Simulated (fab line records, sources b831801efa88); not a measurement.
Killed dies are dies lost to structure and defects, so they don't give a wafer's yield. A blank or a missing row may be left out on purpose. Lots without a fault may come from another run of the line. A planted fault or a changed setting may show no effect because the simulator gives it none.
fab line records | flow sky130
record lots=12 wafers=33 last_day=50
route steps=708 shown LI_CONTACT@384 LOCAL_INTERCONNECT@399 CONTACT@408 PAD_OPEN@708
lots that met no fault: from a run of the same line without faults
start_h: hours from the record's first day to the start of the lot's first wafer shown | wait_h: hours since the lot's step before | " the same as in the row above | L1.1+2: a row that stands for several wafers | - no value, or no start given | * or withheld: withheld | < > ~ a bound
route shown NAME@n: a module of which the file shows steps, and the number in the route of the first | usual: mean/standard deviation of fault-free wafers | same: alike in all rows | chamber/n: place in a boat | sites: the reading at each site | _std_site: their standard deviation | _edge_site: outer sites' mean less inner sites' | radius_mm: how far each site lies from the wafer's centre | mask NAME#n: copy n | behind: the tool/chamber that last shaped the wafer | hold: why the lot was held/for how many hours/how that ended | device: the transistor (n, p or np) that didn't switch | end of line: the same wafers' tests at the end of the route | a step without rows: its recipe alone | killed: dies lost to structure and defects at the first sort, not the wafer's yield | map: a wafer's dies, x killed, . not, _ none there
set.NAME: the setting as run; set.NAME@STEP: as run at that earlier step | model.NAME: the simulator's own value behind a step, which no gauge read
steps of the route over a sample of lots; a table a step, a row a wafer
services: from which hour (start_h, from the record's first day; less than 0 if before it) a tool's chamber was out of use, for how many hours, and why
## steps
# step SKY_LI_CONTACT_RS_MEAS_22
# recipe thk_meas_gauge=four-point-probe reads=W_of_LI_CONTACT_CVD_21+TiN_of_LI_CONTACT_SPUTTER_20+Ti_of_LI_CONTACT_SPUTTER_19
# usual LI_CONTACT_W_RS=0.286/0.0034
# columns lot.wafer tool chamber start_h wait_h LI_CONTACT_W_RS[ohm/sq]
L627.4 film_metro-03 - 673.32 0.1 0.287
L627.5 " - " " 0.291
L627.6 " - " " 0.287
L632.2 film_metro-04 - 727.18 0.1 0.283
L632.4 " - " " 0.286
L632.5 " - " " 0.284
L633.1 film_metro-04 - 730.49 0.1 0.283
L633.3 " - " " 0.292
L633.5 " - " " 0.287
L634.2 film_metro-03 - 735.48 0.1 0.288
L634.3 " - " " 0.286
L634.4 " - " " 0.287
L635.3 film_metro-04 - 748.51 0.1 0.284
L635.4 " - " " 0.287
L635.6 " - " " 0.285
L636.1 film_metro-03 - 753.09 0.1 0.287
L636.2 " - " " 0.288
L636.3 " - " " 0.282
L638.2 film_metro-01 - 765.29 0.1 0.287
L638.3 " - " " 0.287
L640.3 film_metro-03 - 781.71 0.1 0.285
L640.6 " - " " 0.282
L641.4 film_metro-01 - 789.27 0.1 0.281
L641.6 " - " " 0.282
L648.4 film_metro-04 - 841.60 0.1 0.286
L648.5 " - " " 0.286
L648.6 " - " " 0.287
L649.1 film_metro-01 - 850.70 0.1 0.288
L649.4 " - " " 0.288
L649.6 " - " " 0.288
L650.1 film_metro-03 - 853.02 0.1 0.289
L650.4 " - " " 0.291
L650.6 " - " " 0.291
# step SKY_LOCAL_INTERCONNECT_OVL_MEAS_12
# usual LOCAL_INTERCONNECT_OVL=6/5.8
# columns lot.wafer tool chamber start_h wait_h LOCAL_INTERCONNECT_OVL[nm]
L627.4 overlay-01 - 701.88 0.1 9
L627.5 " - " " 0
L627.6 " - " " 5
L632.2 overlay-02 - 755.26 0.1 4
L632.4 " - " " 1
L632.5 " - " " -6
L633.1 overlay-01 - 758.24 0.1 -1
L633.3 " - " " -2
L633.5 " - " " -3
L634.2 overlay-02 - 763.31 0.1 2
L634.3 " - " " 9
L634.4 " - " " 7
L635.3 overlay-02 - 775.68 0.1 8
L635.4 " - " " 14
L635.6 " - " " 7
L636.1 overlay-01 - 780.67 0.1 -5
L636.2 " - " " 13
L636.3 " - " " 8
L638.2 overlay-02 - 793.60 0.1 8
L638.3 " - " " 9
L640.3 overlay-01 - 809.15 0.1 13
L640.6 " - " " 11
L641.4 overlay-01 - 816.51 0.1 -3
L641.6 " - " " -5
L648.4 overlay-01 - 869.12 0.1 14
L648.5 " - " " 10
L648.6 " - " " 11
L649.1 overlay-01 - 877.42 0.1 18
L649.4 " - " " 8
L649.6 " - " " 7
L650.1 overlay-01 - 879.82 0.1 9
L650.4 " - " " 13
L650.6 " - " " 10
# step SKY_CONTACT_HDPCVD_02
# recipe material=SiO2 target_thk_nm=565 sigma_open_frac=0.3 time_s=94.2 temp_c=600 sih4_flow_sccm=60 pressure_mtorr=6
# usual run_length_s=122.3/0.33
# columns lot.wafer tool chamber start_h wait_h run_length_s
L627.4 hdpcvd-02 1 702.74 0.1 122.9
L627.5 " 0 " " 122.4
L627.6 " 2 " " 122.7
L632.2 hdpcvd-01 1 756.20 0.0 122.0
L632.4 " 2 " " 121.8
L632.5 " 1 " " 122.7
L633.1 hdpcvd-01 2 759.13 0.1 122.0
L633.3 " 1 " " 122.4
L633.5 " 0 " " 122.8
L634.2 hdpcvd-01 0 764.14 0.0 122.3
L634.3 " 2 " " 122.0
L634.4 " 2 " " 122.2
L635.3 hdpcvd-02 1 776.51 0.0 122.3
L635.4 " 1 " " 122.9
L635.6 " 2 " " 122.1
L636.1 hdpcvd-02 2 781.53 0.1 122.4
L636.2 " 1 " " 122.2
L636.3 " 1 " " 122.8
L638.2 hdpcvd-02 1 794.43 0.0 138.4
L638.3 " 0 " " 122.5
L640.3 hdpcvd-02 0 809.98 0.0 122.6
L640.6 " 0 " " 138.1
L641.4 hdpcvd-02 2 817.36 0.1 122.1
L641.6 " 0 " " 138.4
L648.4 hdpcvd-01 2 870.00 0.1 121.8
L648.5 " 1 " " 121.9
L648.6 " 0 " " 122.9
L649.1 hdpcvd-02 2 878.30 0.1 122.2
L649.4 " 2 " " 122.0
L649.6 " 0 " " 122.9
L650.1 hdpcvd-02 0 880.80 0.1 122.9
L650.4 " 1 " " 122.0
L650.6 " 0 " " 122.6
# step SKY_CONTACT_THK_MEAS_03
# recipe reads=SiO2_of_CONTACT_HDPCVD_02
# usual CONTACT_HDPCVD_THK=562/6
# columns lot.wafer tool chamber start_h wait_h hold CONTACT_HDPCVD_THK[nm]
L627.4 film_metro-04 - 702.81 0.0 - 573
L627.5 " - " " - 565
L627.6 " - " " - 569
L632.2 film_metro-02 - 756.28 0.0 - 557
L632.4 " - " " - 552
L632.5 " - " " - 559
L633.1 film_metro-04 - 759.20 0.0 - 564
L633.3 " - " " - 562
L633.5 " - " " - 561
L634.2 film_metro-04 - 764.22 0.0 - 572
L634.3 " - " " - 556
L634.4 " - " " - 561
L635.3 film_metro-04 - 776.60 0.1 - 571
L635.4 " - " " - 571
L635.6 " - " " - 570
L636.1 film_metro-02 - 781.63 0.1 - 568
L636.2 " - " " - 561
L636.3 " - " " - 560
L638.2 film_metro-04 - 794.51 0.0 await_dispo/0.2h/release 658
L638.3 " - " " await_dispo/0.2h/release 561
L638.2 film_metro-04 - 794.73 0.2 - 658
L638.3 " - " " - 561
L640.3 film_metro-02 - 810.07 0.1 await_dispo/0.2h/release 557
L640.6 " - " " await_dispo/0.2h/release 656
L640.3 film_metro-02 - 810.29 0.2 - 556
L640.6 " - " " - 656
L641.4 film_metro-04 - 817.43 0.0 await_dispo/0.2h/release 576
L641.6 " - " " await_dispo/0.2h/release 668
L641.4 film_metro-04 - 817.72 0.3 - 576
L641.6 " - " " - 668
L648.4 film_metro-02 - 870.07 0.0 - 556
L648.5 " - " " - 561
L648.6 " - " " - 563
L649.1 film_metro-01 - 878.37 0.0 - 549
L649.4 " - " " - 549
L649.6 " - " " - 557
L650.1 film_metro-04 - 880.87 0.0 - 559
L650.4 " - " " - 569
L650.6 " - " " - 563
# step SKY_CONTACT_CMP_04
# recipe material=SiO2 down_force_psi=4 platen_rpm=60 pad_velocity_m_s=0.94248
# usual motor_current_A=12.6/1 time_to_endpoint_s=81/3.7
# columns lot.wafer tool chamber start_h wait_h hold motor_current_A time_to_endpoint_s
L627.4 cmp-01 0 702.89 0.1 - 13.8 88
L627.5 " 3 " " - 12.4 85
L627.6 " 0 " " - 14.2 85
L632.2 cmp-02 2 756.33 0.0 - 14.2 81
L632.4 " 1 " " - 11.7 81
L632.5 " 2 " " - 14.5 83
L633.1 cmp-01 0 759.31 0.1 - 13.2 82
L633.3 " 2 " " - 11.7 80
L633.5 " 0 " " - 12.8 82
L634.4 cmp-01 1 764.36 0.1 - 12.5 79
L634.2 " 3 " " - 12.5 86
L634.3 " 0 " " - 13.4 83
L635.4 cmp-02 1 776.64 0.0 - 11.2 86
L635.3 " 2 " " - 14.2 87
L635.6 " 2 " " - 14.8 85
L636.1 cmp-02 3 781.71 0.1 - 13.7 81
L636.2 " 0 " " - 11.0 80
L636.3 " 2 " " - 15.1 83
L638.2 cmp-02 3 797.95 3.2 await_dispo/3.1h/release 13.2 106
L638.3 " 0 " " await_dispo/3.1h/release 11.3 79
L640.3 cmp-02 3 815.44 5.1 await_dispo/4.9h/release 13.5 75
L640.6 " 2 " " await_dispo/4.9h/release 14.1 114
L641.4 cmp-02 3 820.94 3.2 await_dispo/3.0h/release 12.4 79
L641.6 " 0 " " await_dispo/3.0h/release 11.3 112
L648.4 cmp-01 1 870.25 0.2 - 12.8 73
L648.5 " 2 " " - 12.4 80
L648.6 " 3 " " - 11.8 80
L649.4 cmp-02 2 878.43 0.0 - 14.6 77
L649.1 " 0 " " - 10.9 73
L649.6 " 3 " " - 13.5 78
L650.4 cmp-01 1 880.93 0.0 - 13.1 80
L650.1 " 0 " " - 13.0 80
L650.6 " 1 " " - 13.9 79
# step SKY_CONTACT_ETCH_17
# recipe target=SiO2 chemistry=C4F8/O2/Ar stop_on=Si3N4 mask_material=KrF-thick source_w=1500 bias_w=1200 pressure_mtorr=40 c4f8_flow_sccm=withheld O2_flow_sccm=6 Ar_flow_sccm=300 time_s=withheld target_depth_a=3400
# usual oes_product_au=0.892/0.0049
# columns lot.wafer tool chamber start_h wait_h oes_product_au
L627.4 rie_diel-03 3 731.01 0.0 0.892
L627.5 " 1 " " 0.896
L627.6 " 0 " " 0.885
L632.2 rie_diel-03 1 783.08 0.0 0.900
L632.4 " 3 " " 0.897
L632.5 " 0 " " 0.896
L633.1 rie_diel-04 0 786.66 0.0 0.889
L633.3 " 1 " " 0.888
L633.5 " 3 " " 0.892
L634.2 rie_diel-04 3 791.82 0.0 0.900
L634.3 " 2 " " 0.886
L634.4 " 1 " " 0.892
L635.3 rie_diel-02 0 803.57 0.0 0.896
L635.4 " 2 " " 0.890
L635.6 " 1 " " 0.900
L636.1 rie_diel-03 2 808.96 0.0 0.890
L636.2 " 1 " " 0.886
L636.3 " 3 " " 0.895
L638.2 rie_diel-03 2 822.23 0.0 0.894
L638.3 " 3 " " 0.889
L640.3 rie_diel-03 1 836.93 0.0 0.898
L640.6 " 2 " " 0.896
L641.4 rie_diel-03 2 844.13 0.0 0.888
L641.6 " 2 " " 0.893
L648.4 rie_diel-02 1 896.37 0.0 0.896
L648.5 " 2 " " 0.887
L648.6 " 1 " " 0.891
L649.1 rie_diel-02 1 904.47 0.0 0.888
L649.4 " 3 " " 0.896
L649.6 " 2 " " 0.892
L650.1 rie_diel-04 1 906.96 0.0 0.886
L650.4 " 3 " " 0.893
L650.6 " 3 " " 0.892
# step SKY_PAD_OPEN_PROBE_99
# usual killed_at_M0_to_M3=42/7.3 killed_at_M4_up=3.2/1.8 killed_at_contacts=25/5.2 killed_at_front_end=15/4.6 killed_at_other=0.3/0.62 killed_dies=85/9.9 killed_on_rim=17/3.9 killed_open=46/7.1 killed_short=38/5.7
# same gross_dies=492 killed_at_back_side=0
# columns lot.wafer tool chamber start_h wait_h hold killed_at_M0_to_M3 killed_at_M4_up killed_at_contacts killed_at_front_end killed_at_other killed_dies killed_on_rim killed_open killed_short
L627.4 prober-01 - 1073.87 0.2 - 40 1 25 20 0 86 15 43 43
L627.5 prober-01 - 1073.92 0.2 - 47 1 30 16 0 94 23 51 43
L627.6 prober-01 - 1073.97 0.2 - 41 1 28 19 0 89 14 49 40
L632.2 prober-01 - 1110.84 0.1 - 58 3 32 18 0 111 21 54 57
L632.4 prober-01 - 1110.94 0.2 - 37 7 25 17 0 86 19 39 46
L632.5 prober-01 - 1110.99 0.2 - 39 0 24 12 0 75 16 42 33
L633.1 prober-02 - 1115.89 0.1 - 56 4 19 16 0 95 26 49 46
L633.3 prober-02 - 1115.99 0.2 - 55 3 21 12 0 91 19 55 36
L633.5 prober-02 - 1116.09 0.2 - 46 4 27 14 1 92 19 54 38
L634.2 prober-01 - 1118.97 0.1 - 41 6 30 15 0 92 15 48 44
L634.3 prober-01 - 1119.02 0.2 - 38 2 23 13 0 76 20 43 33
L634.4 prober-01 - 1119.07 0.2 - 32 5 29 16 0 82 16 51 30
L635.3 prober-02 - 1129.18 0.2 - 38 4 23 15 1 81 14 41 40
L635.4 prober-02 - 1129.23 0.2 - 42 6 12 9 0 69 12 33 33
L635.6 prober-02 - 1129.33 0.2 - 56 4 20 15 0 95 14 53 42
L636.1 prober-01 - 1132.22 0.1 - 44 6 28 21 0 99 14 56 43
L636.2 prober-01 - 1132.27 0.1 - 43 4 29 14 0 90 17 47 43
L636.3 prober-01 - 1132.32 0.2 - 42 3 29 9 0 83 15 34 49
L638.2 prober-01 - 1140.53 0.1 await_dispo/2.9h/release 43 2 27 21 0 93 18 49 44
L638.3 prober-01 - 1140.58 0.2 await_dispo/2.9h/release 40 3 31 18 0 92 32 56 36
L640.3 prober-01 - 1151.81 0.2 await_dispo/5.1h/release 41 3 21 12 0 77 14 43 34
L640.6 prober-01 - 1151.96 0.2 await_dispo/5.1h/release 33 0 18 14 0 65 16 36 29
L641.4 prober-02 - 1155.07 0.2 - 31 2 25 9 0 67 12 26 41
L641.6 prober-02 - 1155.17 0.2 - 42 3 25 4 0 74 11 32 42
L648.4 prober-01 - 1191.82 0.2 - 40 2 19 17 0 78 15 46 32
L648.5 prober-01 - 1191.87 0.2 - 43 3 31 18 0 95 22 51 44
L648.6 prober-01 - 1191.92 0.2 - 35 2 26 18 1 82 16 49 33
L649.1 prober-02 - 1195.64 0.1 - 35 1 26 13 3 78 10 41 36
L649.4 prober-02 - 1195.79 0.2 - 32 2 19 20 1 74 12 39 34
L649.6 prober-02 - 1195.89 0.2 - 48 5 20 23 2 98 18 53 44
L650.1 prober-01 - 1197.05 0.1 - 40 4 31 15 0 90 14 55 35
L650.4 prober-01 - 1197.20 0.2 - 53 6 24 16 0 99 20 51 48
L650.6 prober-01 - 1197.30 0.2 - 52 4 27 18 0 101 21 52 49
# killed by level:class
L627.4 METAL2:geometric_particle:short=9 LI_CONTACT:geometric_particle:open=8 CONTACT:geometric_particle:open=8 VIA3:geometric_particle:short=7 VIA1:geometric_particle:open=6 FIELD_ISO:geometric_particle:open=5 POLY_GATE:geometric_particle:short=5 METAL1:geometric_particle:short=4
L627.5 CONTACT:geometric_particle:open=15 VIA1:geometric_particle:open=12 POLY_GATE:geometric_particle:short=6 METAL2:geometric_particle:short=6 CONTACT:geometric_particle:short=5 METAL1:geometric_particle:short=5 VIA2:geometric_particle:open=5 VIA3:geometric_particle:open=5
L627.6 LI_CONTACT:geometric_particle:open=9 CONTACT:geometric_particle:open=9 VIA2:geometric_particle:open=7 FIELD_ISO:geometric_particle:short=6 VIA1:geometric_particle:open=6 VIA3:geometric_particle:open=6 LOCAL_INTERCONNECT:geometric_particle:short=5 VIA3:geometric_particle:short=5
L632.2 VIA1:geometric_particle:open=16 LI_CONTACT:geometric_particle:open=9 CONTACT:geometric_particle:short=8 VIA3:geometric_particle:short=7 VIA3:geometric_particle:open=7 FIELD_ISO:geometric_particle:short=6 CONTACT:geometric_particle:open=6 VIA1:geometric_particle:short=5
L632.4 CONTACT:geometric_particle:open=8 VIA1:geometric_particle:open=8 LI_CONTACT:geometric_particle:open=7 VIA1:geometric_particle:short=6 CONTACT:geometric_particle:short=6 FIELD_ISO:geometric_particle:short=5 VIA2:geometric_particle:short=5 FIELD_ISO:geometric_particle:open=4
L632.5 CONTACT:geometric_particle:short=9 CONTACT:geometric_particle:open=8 VIA1:geometric_particle:open=8 VIA2:geometric_particle:open=7 VIA1:geometric_particle:short=5 FIELD_ISO:geometric_particle:open=4 METAL1:geometric_particle:short=3 METAL2:geometric_particle:short=3
L633.1 VIA1:geometric_particle:open=11 VIA2:geometric_particle:short=10 METAL1:geometric_particle:short=8 VIA3:geometric_particle:open=8 VIA2:geometric_particle:open=7 POLY_GATE:geometric_particle:open=6 METAL2:geometric_particle:short=6 CONTACT:geometric_particle:open=5
L633.3 VIA1:geometric_particle:open=11 CONTACT:geometric_particle:open=10 VIA2:geometric_particle:open=10 VIA3:geometric_particle:open=9 VIA2:geometric_particle:short=6 LI_CONTACT:geometric_particle:open=5 CONTACT:geometric_particle:short=5 VIA1:geometric_particle:short=5
L633.5 CONTACT:geometric_particle:open=14 LI_CONTACT:geometric_particle:open=7 VIA1:geometric_particle:short=7 VIA3:geometric_particle:open=7 VIA1:geometric_particle:open=6 METAL2:geometric_particle:short=5 VIA2:geometric_particle:open=5 FIELD_ISO:geometric_particle:open=4
L634.2 VIA1:geometric_particle:open=16 CONTACT:geometric_particle:short=8 CONTACT:geometric_particle:open=8 LI_CONTACT:geometric_particle:open=7 VIA1:geometric_particle:short=5 LI_CONTACT:geometric_particle:short=4 METAL1:geometric_particle:short=4 METAL4:geometric_particle:short=4
L634.3 VIA1:geometric_particle:open=10 CONTACT:geometric_particle:open=9 LI_CONTACT:geometric_particle:open=7 METAL1:geometric_particle:short=7 FIELD_ISO:geometric_particle:short=6 VIA2:geometric_particle:open=6 CONTACT:geometric_particle:short=4 VIA2:geometric_particle:short=4
L634.4 CONTACT:geometric_particle:open=14 VIA3:geometric_particle:open=9 FIELD_ISO:geometric_particle:short=7 LI_CONTACT:geometric_particle:open=7 VIA1:geometric_particle:open=6 FIELD_ISO:geometric_particle:open=5 CONTACT:geometric_particle:short=5 VIA2:geometric_particle:open=5
L635.3 VIA1:geometric_particle:open=10 CONTACT:geometric_particle:short=6 CONTACT:geometric_particle:open=6 METAL2:geometric_particle:short=6 LI_CONTACT:geometric_particle:open=5 LOCAL_INTERCONNECT:geometric_particle:short=4 POLY_GATE:geometric_particle:short=4 POLY_GATE:geometric_particle:open=4
L635.4 VIA1:geometric_particle:open=8 METAL1:geometric_particle:short=6 VIA3:geometric_particle:open=6 METAL2:geometric_particle:short=5 VIA2:geometric_particle:open=5 FIELD_ISO:geometric_particle:short=4 CONTACT:geometric_particle:open=4 LI_CONTACT:geometric_particle:open=3
L635.6 VIA1:geometric_particle:open=16 CONTACT:geometric_particle:open=10 METAL2:geometric_particle:short=7 VIA3:geometric_particle:open=7 VIA1:geometric_particle:short=6 METAL1:geometric_particle:short=5 FIELD_ISO:geometric_particle:short=4 VIA2:geometric_particle:open=4
L636.1 VIA1:geometric_particle:open=13 CONTACT:geometric_particle:open=9 METAL1:geometric_particle:short=8 FIELD_ISO:geometric_particle:open=6 LI_CONTACT:geometric_particle:open=6 VIA2:geometric_particle:open=6 POLY_GATE:geometric_particle:short=5 VIA3:geometric_particle:open=5
L636.2 LI_CONTACT:geometric_particle:open=9 CONTACT:geometric_particle:open=9 VIA2:geometric_particle:open=8 VIA2:geometric_particle:short=7 VIA3:geometric_particle:open=7 VIA1:geometric_particle:short=6 POLY_GATE:geometric_particle:open=6 LOCAL_INTERCONNECT:geometric_particle:short=6
L636.3 VIA1:geometric_particle:open=11 CONTACT:geometric_particle:open=10 LOCAL_INTERCONNECT:geometric_particle:short=8 METAL2:geometric_particle:short=8 CONTACT:geometric_particle:short=7 METAL1:geometric_particle:short=6 VIA1:geometric_particle:short=5 VIA2:geometric_particle:open=5
L638.2 VIA1:geometric_particle:open=10 CONTACT:geometric_particle:open=9 FIELD_ISO:geometric_particle:open=7 VIA2:geometric_particle:open=7 LI_CONTACT:geometric_particle:open=6 LOCAL_INTERCONNECT:geometric_particle:short=6 METAL1:geometric_particle:short=6 FIELD_ISO:geometric_particle:short=5
L638.3 VIA1:geometric_particle:open=14 LI_CONTACT:geometric_particle:open=9 CONTACT:geometric_particle:open=9 CONTACT:geometric_particle:short=6 METAL1:geometric_particle:short=5 FIELD_ISO:geometric_particle:open=4 VIA1:geometric_particle:short=4 POLY_GATE:geometric_particle:short=4
L640.3 METAL1:geometric_particle:short=10 LI_CONTACT:geometric_particle:open=8 VIA1:geometric_particle:open=8 CONTACT:geometric_particle:open=7 VIA2:geometric_particle:open=5 VIA3:geometric_particle:open=5 FIELD_ISO:geometric_particle:open=4 FIELD_ISO:geometric_particle:short=4
L640.6 CONTACT:geometric_particle:open=6 VIA1:geometric_particle:open=6 VIA3:geometric_particle:open=4 LI_CONTACT:geometric_particle:open=4 LI_CONTACT:geometric_particle:short=4 METAL1:geometric_particle:short=4 METAL2:geometric_particle:short=4 VIA2:geometric_particle:open=4
L641.4 CONTACT:geometric_particle:open=8 METAL2:geometric_particle:short=7 CONTACT:geometric_particle:short=6 VIA2:geometric_particle:short=6 VIA3:geometric_particle:open=5 LI_CONTACT:geometric_particle:open=5 FIELD_ISO:geometric_particle:short=4 VIA3:geometric_particle:short=4
L641.6 VIA1:geometric_particle:open=9 LI_CONTACT:geometric_particle:short=8 METAL1:geometric_particle:short=7 CONTACT:geometric_particle:open=7 LI_CONTACT:geometric_particle:open=6 METAL2:geometric_particle:short=6 VIA2:geometric_particle:open=5 METAL3:geometric_particle:short=4
L648.4 VIA1:geometric_particle:open=12 METAL2:geometric_particle:short=6 FIELD_ISO:geometric_particle:short=5 VIA3:geometric_particle:open=5 LI_CONTACT:geometric_particle:open=5 CONTACT:geometric_particle:open=5 VIA2:geometric_particle:open=5 CONTACT:geometric_particle:short=4
L648.5 CONTACT:geometric_particle:open=15 VIA1:geometric_particle:open=12 FIELD_ISO:geometric_particle:short=8 VIA2:geometric_particle:open=8 LI_CONTACT:geometric_particle:open=6 CONTACT:geometric_particle:short=5 METAL2:geometric_particle:short=5 VIA3:geometric_particle:short=5
L648.6 VIA1:geometric_particle:open=11 CONTACT:geometric_particle:open=8 FIELD_ISO:geometric_particle:open=7 VIA2:geometric_particle:open=7 LI_CONTACT:geometric_particle:open=6 LOCAL_INTERCONNECT:geometric_particle:short=6 VIA3:geometric_particle:open=4 FIELD_ISO:geometric_particle:short=3
L649.1 CONTACT:geometric_particle:open=11 VIA1:geometric_particle:open=11 VIA3:geometric_particle:short=6 VIA2:geometric_particle:open=5 CONTACT:geometric_particle:short=5 LOCAL_INTERCONNECT:geometric_particle:short=5 POLY_GATE:geometric_particle:short=4 FIELD_ISO:geometric_particle:short=3
L649.4 CONTACT:geometric_particle:open=8 VIA1:geometric_particle:open=8 FIELD_ISO:geometric_particle:short=6 VIA1:geometric_particle:short=6 POLY_GATE:geometric_particle:short=5 LI_CONTACT:geometric_particle:open=5 POLY_GATE:geometric_particle:open=4 VIA2:geometric_particle:open=4
L649.6 VIA1:geometric_particle:open=14 FIELD_ISO:geometric_particle:open=7 CONTACT:geometric_particle:open=7 VIA2:geometric_particle:short=7 VIA1:geometric_particle:short=7 LI_CONTACT:geometric_particle:open=5 METAL1:geometric_particle:short=5 VIA2:geometric_particle:open=5
L650.1 CONTACT:geometric_particle:open=15 VIA1:geometric_particle:open=11 LI_CONTACT:geometric_particle:open=7 METAL1:geometric_particle:short=7 METAL2:geometric_particle:short=7 CONTACT:geometric_particle:short=6 VIA3:geometric_particle:open=6 FIELD_ISO:geometric_particle:open=4
L650.4 VIA1:geometric_particle:open=13 CONTACT:geometric_particle:open=10 VIA2:geometric_particle:open=10 VIA1:geometric_particle:short=9 METAL1:geometric_particle:short=6 POLY_GATE:geometric_particle:short=5 LOCAL_INTERCONNECT:geometric_particle:short=5 FIELD_ISO:geometric_particle:short=4
L650.6 VIA1:geometric_particle:open=15 CONTACT:geometric_particle:open=11 LI_CONTACT:geometric_particle:open=9 VIA1:geometric_particle:short=9 METAL2:geometric_particle:short=8 POLY_GATE:geometric_particle:short=7 VIA3:geometric_particle:open=5 FIELD_ISO:geometric_particle:short=4
## services
# columns tool chamber start_h hours kind
hdpcvd-02 - 684.34 14.6 pm
rie_diel-03 3 692.93 1.7 repair
cmp-02 - 700.44 1.6 repair
hdpcvd-02 - 717.50 6.0 pm
cmp-01 - 747.54 4.0 pm
rie_diel-03 3 750.63 8.4 repair
cmp-02 - 755.75 0.5 repair
hdpcvd-02 2 764.47 9.7 repair
cmp-01 - 772.49 3.1 pm
cmp-02 - 773.42 0.5 repair
hdpcvd-02 0 779.52 6.1 repair
cmp-02 - 799.78 2.7 repair
cmp-02 - 824.61 0.4 repair
cmp-02 - 826.13 1.7 repair
hdpcvd-02 2 828.94 3.7 repair
cmp-01 - 840.58 1.3 repair
cmp-01 - 840.75 2.0 repair
cmp-02 - 858.63 2.8 repair
rie_diel-03 - 867.89 2.8 pm
rie_diel-03 3 879.13 7.8 repair
cmp-02 - 879.40 0.7 repair
rie_diel-03 2 881.40 19.5 repair
cmp-02 - 885.99 1.0 repair
hdpcvd-02 2 887.04 15.1 repair
## key
first_sign step=SKY_CONTACT_HDPCVD_02 reading=run_length_s direction=up sigmas=48 usual=* struck=*
effect step=SKY_CONTACT_THK_MEAS_03 reading=visit direction=added
effect step=SKY_CONTACT_THK_MEAS_03 reading=CONTACT_HDPCVD_THK direction=up sigmas=16 usual=562 struck=661
effect step=SKY_CONTACT_CMP_04 reading=time_to_endpoint_s direction=up sigmas=7.9 usual=* struck=*
effect step=SKY_PAD_OPEN_PROBE_99 reading=hold direction=added
met_at SKY_CONTACT_HDPCVD_02
struck_lots L638,L640,L641
struck_wafers L638.2,L640.6,L641.6
tester_left_out L638,L640,L641
not_acting_at SKY_LI_CONTACT_RS_MEAS_22,SKY_LOCAL_INTERCONNECT_OVL_MEAS_12,SKY_CONTACT_ETCH_17
onset_between 781.53 794.43
fault kind=process_parameter_drift tool=hdpcvd-02 chamber=- onset_h=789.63 steps=SKY_CONTACT_HDPCVD_02 channel=time_s offset=* shape=step end_h=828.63 scope=struck_wafers_only acts_in=* stated=*
# tester_left_out: of these lots the tester's yield and bins aren't shown, on N5 and GAA mostly nor the transistor test; their killed dies are dies lost to structure and defects alone, not to doping, threshold or leakage, so they don't give the yield
